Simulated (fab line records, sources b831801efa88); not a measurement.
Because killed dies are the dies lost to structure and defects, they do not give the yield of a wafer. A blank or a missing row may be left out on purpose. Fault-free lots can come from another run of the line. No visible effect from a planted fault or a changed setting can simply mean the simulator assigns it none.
Which tool was responsible? ; flow sky130 ; 33 wafers from 11 lots sampled at 3 of the route's 708 steps

## WHAT THE GAUGES SHOWED, per wafer
SKY_POLY_GATE_THK_MEAS_01.
lot;measured;on;POLY_GATE_CVD_00_THK (nm)
L213;day 14 02:31;filmMetro-04;179.2 179.4 179.8
L214;day 14 07:22;filmMetro-04;180.8 180.7 180.5
L215;day 14 12:56;filmMetro-04;180.3 179.7 180.1
L216;day 14 20:43;filmMetro-03;180.0 180.5 179.9
L217;day 15 08:54;filmMetro-02;181.2 183.8 182.7
L219;day 15 21:36;filmMetro-04;183.1 181.0 180.8
L220;day 16 09:11;filmMetro-04;180.3 180.4 179.9
L221;day 16 19:03;filmMetro-04;180.8 179.1 180.3
L223;day 17 08:43;filmMetro-03;179.1 179.1 179.4
L228;day 19 08:10;filmMetro-04;115.0 104.0 104.9 115.0 103.9 104.8
L230;day 20 00:26;filmMetro-02;179.9 179.1 180.4

## TOOL THAT RAN EACH LOT (tool first, then ch and the chambers of the sampled wafers, then the start)
lot;SKY_VT_ADJUST_HVTR_STRIP_10;SKY_POLY_GATE_CVD_00
L213;plasmaAsher-03 ch 0,1, day 9 15:29;lpcvd-01 ch 1, day 14 01:18
L214;plasmaAsher-03 ch 0,1, day 9 20:05;lpcvd-01 ch 0, day 14 06:10
L215;plasmaAsher-03 ch 0,1, day 10 01:06;lpcvd-01 ch 1, day 14 11:44
L216;plasmaAsher-03 ch 0,1, day 10 06:35;lpcvd-01 ch 1, day 14 19:31
L217;plasmaAsher-01 ch 0,1, day 10 16:30;lpcvd-01 ch 0, day 15 07:42
L219;plasmaAsher-03 ch 0,1, day 11 05:26;lpcvd-01 ch 0, day 15 20:24
L220;plasmaAsher-02 ch 0,1, day 11 14:11;lpcvd-01 ch 1, day 16 07:58
L221;plasmaAsher-03 ch 0,1, day 11 21:38;lpcvd-01 ch 0, day 16 17:51
L223;plasmaAsher-01 ch 0,1, day 12 10:10;lpcvd-01 ch 0, day 17 07:30
L228;plasmaAsher-03 ch 0,1, day 14 03:24;lpcvd-01 ch 0, day 19 06:58
L230;plasmaAsher-02 ch 0,1, day 14 18:06;lpcvd-01 ch 1, day 19 23:14
- SKY_VT_ADJUST_HVTR_STRIP_10: strips in O2/N2.
- SKY_POLY_GATE_CVD_00: deposits poly-Si, target thk 180 nm, time 720 s.

## THE ANSWER, worked out from the rows above alone
Rule: the lots themselves supply what counts as usual. The widest of any qualifying gaps counts: lots, ordered by their means at a reading, are off when they make up no more than a third of the lots, leave a main group of 4 or more, and stand apart from it by 3 or more times the standard deviation of that group's means. Not used: any main group whose means are identical at the precision the tables above print for the reading. Also off: a lot with no number at a reading for which 4 or more lots have one. The other lots that the step has rows for count as sound.
Off: L228, at SKY_POLY_GATE_THK_MEAS_01 (POLY_GATE_CVD_00_THK). Mean 180.4 nm and standard deviation 0.96 in the main group.
A tool fits if, at a process step before that reading, it ran every lot that is off, and no sound lot after the first of them. The gauges at SKY_POLY_GATE_THK_MEAS_01 are tried like those tools. This does not decide it: 2 tools fit, namely plasmaAsher-03 at SKY_VT_ADJUST_HVTR_STRIP_10 and filmMetro-04 at SKY_POLY_GATE_THK_MEAS_01.

## WHAT WAS PUT IN BY THE SIMULATOR
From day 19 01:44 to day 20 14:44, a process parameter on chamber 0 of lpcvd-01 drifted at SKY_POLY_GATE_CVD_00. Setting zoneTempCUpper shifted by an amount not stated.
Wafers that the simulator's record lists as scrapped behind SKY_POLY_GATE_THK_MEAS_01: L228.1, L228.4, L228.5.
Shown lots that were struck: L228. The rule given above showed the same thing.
